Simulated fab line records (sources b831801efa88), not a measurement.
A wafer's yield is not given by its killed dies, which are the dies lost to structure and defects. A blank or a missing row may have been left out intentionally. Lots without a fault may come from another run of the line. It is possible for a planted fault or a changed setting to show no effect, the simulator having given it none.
Chamber matching :: flow sky130 :: 3 sister chambers for SKY_PASSIVATION_CVD_00 on pecvd-04
The step deposits SiO2, target thk 90 nm. 14 wafers are shown with their chamber, then 7 later ones without.

## EACH WAFER AND ITS CHAMBER
wafer: L076.1
chamber: 2
heater-power-w (W): 635

wafer: L076.4
chamber: 0
heater-power-w (W): 711

wafer: L076.6
chamber: 1
heater-power-w (W): 722

wafer: L078.1
chamber: 0
heater-power-w (W): 824

wafer: L078.4
chamber: 2
heater-power-w (W): 536

wafer: L078.6
chamber: 1
heater-power-w (W): 701

wafer: L083.2
chamber: 0
heater-power-w (W): 832

wafer: L083.3
chamber: 2
heater-power-w (W): 566

wafer: L083.4
chamber: 0
heater-power-w (W): 819

wafer: L086.2
chamber: 1
heater-power-w (W): 670

wafer: L086.4
chamber: 0
heater-power-w (W): 822

wafer: L086.6
chamber: 2
heater-power-w (W): 594

wafer: L087.1
chamber: 0
heater-power-w (W): 711

wafer: L087.2
chamber: 1
heater-power-w (W): 608

SIGNATURES, as means of the wafers listed above
reading: heater-power-w
chamber 0: 786.50
chamber 1: 675.25
chamber 2: 582.75
scatter within a chamber: 52.1
Rule: for each reading, subtract the chamber's mean from the wafer's reading, divide by that reading's scatter and square the result; add these up over the readings and take the root, which gives the wafer's distance from the chamber. If the next closest chamber is less than 2 further off than the closest, the wafer can't be placed; otherwise it belongs to the closest. The scatter: the root of (the sum of the squares of (reading less its chamber's mean) over the shown wafers, divided by (wafers less chambers)).

## WAFERS WHOSE CHAMBER IS MISSING
wafer: L087.5
heater-power-w (W): 628

wafer: L090.2
heater-power-w (W): 750

wafer: L090.4
heater-power-w (W): 513

wafer: L090.5
heater-power-w (W): 825

wafer: L097.2
heater-power-w (W): 622

wafer: L097.3
heater-power-w (W): 742

wafer: L097.6
heater-power-w (W): 642

## EACH ONE'S CHAMBER
wafer: L087.5
from the rows above: can't be placed: 2 or 1
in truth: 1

wafer: L090.2
from the rows above: can't be placed: 0 or 1
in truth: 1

wafer: L090.4
from the rows above: can't be placed: 2 or 1
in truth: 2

wafer: L090.5
from the rows above: 0
in truth: 0

wafer: L097.2
from the rows above: can't be placed: 2 or 1
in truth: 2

wafer: L097.3
from the rows above: can't be placed: 0 or 1
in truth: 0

wafer: L097.6
from the rows above: can't be placed: 1 or 2
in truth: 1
Correctly placed: 1 of 7. Not placeable from these rows: 6 (in 6, the candidates include the true chamber). Wrongly placed: 0.
